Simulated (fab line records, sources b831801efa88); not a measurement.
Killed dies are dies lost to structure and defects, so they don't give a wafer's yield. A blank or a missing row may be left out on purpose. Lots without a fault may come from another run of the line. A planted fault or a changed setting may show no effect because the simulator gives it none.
Which tool did it? | flow gf180mcu | 7 lots, 21 wafers sampled, at 1 step of a route of 602

WHAT THE GAUGES READ, wafer by wafer
GF_MVSD_OVL_MEAS_07.
lot  | measured     | on         | MVSD_OVL (nm)
L651 | day 5 00:13  | overlay-01 | 1.1 -0.8 -1.0
L653 | day 5 09:53  | overlay-01 | -1.9 -2.1 -1.5
L656 | day 6 02:37  | overlay-01 | -1.1 1.1 1.7
L658 | day 6 12:54  | overlay-02 | 0.1 0.8 0.0
L668 | day 9 08:20  | overlay-02 | -0.9 -1.5 3.9
L670 | day 9 18:53  | overlay-02 | -2.5 0.2 0.1
L672 | day 10 00:02 | overlay-01 | -2.1 -0.5 -0.3

WHICH TOOL RAN EACH LOT (tool, then ch and the chambers of the sampled wafers, then the start)
The record holds no process step before these readings.

THE ANSWER, worked out from the rows above alone
Rule: what is usual is taken from the lots themselves. Put in order of their means at a reading, lots are off if they are a third of the lots or fewer, leave a main group of 4 or more, and stand apart from it by a gap of 3 or more times the standard deviation of the main group's means; of several such gaps the widest counts. A main group whose means are all the same, to the digits that the tables above print for the reading, isn't used. A lot without any number at a reading at which 4 lots or more have one is off too. The other lots that the step has rows for count as sound.
No lot is off at any reading shown: from this, nothing can be told.

WHAT THE SIMULATOR HAD PUT IN
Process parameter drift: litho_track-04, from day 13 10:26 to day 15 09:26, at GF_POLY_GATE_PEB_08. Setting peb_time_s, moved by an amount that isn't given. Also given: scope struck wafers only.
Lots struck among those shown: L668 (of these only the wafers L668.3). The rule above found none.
